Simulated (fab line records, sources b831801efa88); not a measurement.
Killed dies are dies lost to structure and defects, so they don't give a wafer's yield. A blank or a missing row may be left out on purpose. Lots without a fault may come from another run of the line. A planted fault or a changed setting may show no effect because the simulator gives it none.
Which tool did it? | flow sky130 | 13 lots, 39 wafers sampled, at 3 steps of a route of 708

WHAT THE GAUGES READ, wafer by wafer
SKY_VIA3_CD_MEAS_12: target cd 200 nm. Usual: cd_nm 200.1 nm, standard deviation 1.2.
lot  | measured     | on        | cd_nm (nm)        | flag
L545 | day 39 21:53 | cd_sem-02 | 201.2 200.8 202.7 |
L546 | day 40 00:58 | cd_sem-02 | 199.7 202.1 200.1 |
L548 | day 40 13:03 | cd_sem-01 | 200.2 199.6 199.6 |
L549 | day 40 19:55 | cd_sem-02 | 199.4 199.4 199.9 |
L550 | day 41 03:56 | cd_sem-02 | 197.8 199.0 198.0 |
L551 | day 41 07:49 | cd_sem-01 | 199.3 200.5 200.3 |
L552 | day 41 16:14 | cd_sem-02 | 199.7 198.9 199.4 |
L553 | day 42 00:41 | cd_sem-02 | 200.9 200.8 199.2 |
L558 | day 44 09:02 | cd_sem-01 | 199.4 200.3 199.3 |
L560 | day 44 11:05 | cd_sem-02 | 200.3 198.9 197.8 |
L561 | day 44 11:59 | cd_sem-02 | 200.4 198.9 199.0 |
L562 | day 44 12:21 | cd_sem-02 | 201.0 200.3 199.5 |
L564 | day 44 16:59 | cd_sem-02 | 201.0 200.5 199.6 |

WHICH TOOL RAN EACH LOT (tool, then ch and the chambers of the sampled wafers, then the start)
lot  | SKY_FIELD_ISO_OXIDATION_01   | SKY_METAL3_DESCUM_15
L545 | furnace-01 ch 0, day 1 12:17 | rie_metal-04 ch 1, day 38 19:55
L546 | furnace-02 ch 0, day 1 17:20 | rie_metal-04 ch 0,1, day 38 22:32
L548 | furnace-01 ch 0, day 2 02:23 | rie_metal-01 ch 0,1, day 39 10:58
L549 | furnace-01 ch 0, day 2 06:07 | rie_metal-04 ch 0,1, day 39 18:19
L550 | furnace-02 ch 0, day 2 11:50 | rie_metal-02 ch 0,1, day 40 01:30
L551 | furnace-02 ch 0, day 2 17:23 | rie_metal-02 ch 0,1, day 40 05:34
L552 | furnace-01 ch 0, day 2 21:27 | rie_metal-02 ch 0,1, day 40 15:28
L553 | furnace-01 ch 0, day 3 02:07 | rie_metal-02 ch 0,1, day 40 23:04
L558 | furnace-02 ch 0, day 4 05:13 | rie_metal-04 ch 0,1, day 43 08:25
L560 | furnace-02 ch 0, day 4 13:07 | rie_metal-04 ch 0,1, day 43 10:47
L561 | furnace-02 ch 0, day 4 18:31 | rie_metal-01 ch 0,1, day 43 11:01
L562 | furnace-02 ch 0, day 4 23:28 | rie_metal-02 ch 0,1, day 43 11:22
L564 | furnace-01 ch 0, day 5 09:07 | rie_metal-02 ch 0,1, day 43 16:16
- SKY_FIELD_ISO_OXIDATION_01: stabilise 600 s, purge 300 s, target thk 12 nm.
- SKY_METAL3_DESCUM_15: chemistry O2, time 8 s.

WHAT THE TOOLS THEMSELVES READ (means of the sampled wafers that have a number; where no wafer has one, the mark that the record gives instead)
SKY_FIELD_ISO_OXIDATION_01. Usual: zone_power_bottom_pct 29.9 %, standard deviation 0.3.
lot  | tool       | zone_power_bottom_pct (%) | flag
L545 | furnace-01 | 29.8                      |
L546 | furnace-02 | 30.0                      |
L548 | furnace-01 | 30.3                      |
L549 | furnace-01 | 30.2                      |
L550 | furnace-02 | 29.6                      |
L551 | furnace-02 | 29.8                      |
L552 | furnace-01 | 30.2                      |
L553 | furnace-01 | 29.9                      |
L558 | furnace-02 | 29.9                      |
L560 | furnace-02 | 29.9                      |
L561 | furnace-02 | 29.9                      |
L562 | furnace-02 | 29.7                      |
L564 | furnace-01 | 30.0                      |

SKY_METAL3_DESCUM_15. Usual: drypump_motor_current_A 6.1 A, standard deviation 0.37; oes_product_au 1.000 a.u., standard deviation 0.0081.
lot  | tool         | drypump_motor_current_A (A) | oes_product_au (a.u.) | flag
L545 | rie_metal-04 | 6.6                         | 1.009                 |
L546 | rie_metal-04 | 6.1                         | 1.004                 |
L548 | rie_metal-01 | 6.3                         | 0.993                 |
L549 | rie_metal-04 | 6.1                         | 1.003                 |
L550 | rie_metal-02 | 5.7                         | 1.002                 |
L551 | rie_metal-02 | 6.0                         | 0.995                 |
L552 | rie_metal-02 | 5.7                         | 0.996                 |
L553 | rie_metal-02 | 6.0                         | 1.003                 |
L558 | rie_metal-04 | 6.0                         | 1.005                 |
L560 | rie_metal-04 | 6.3                         | 1.010                 |
L561 | rie_metal-01 | 6.3                         | 0.993                 |
L562 | rie_metal-02 | 6.0                         | 0.998                 |
L564 | rie_metal-02 | 5.7                         | 0.995                 |

THE ANSWER, worked out from the rows above alone
Rule: a lot is off if the mean of its wafers that have a number lies more than 3 standard deviations from the usual mean. A lot without any number at a reading at which 4 lots or more have one is off too. The other lots that the step has rows for count as sound. The gauges are gone through in route order, then the tools' own readings, and for those a lot's mean is taken as printed above. The first step at which some lot is off is used, and at that step the reading that is off furthest; a lot without a number counts as furthest.
No lot is off at any reading shown: from this, nothing can be told.

WHAT THE SIMULATOR HAD PUT IN
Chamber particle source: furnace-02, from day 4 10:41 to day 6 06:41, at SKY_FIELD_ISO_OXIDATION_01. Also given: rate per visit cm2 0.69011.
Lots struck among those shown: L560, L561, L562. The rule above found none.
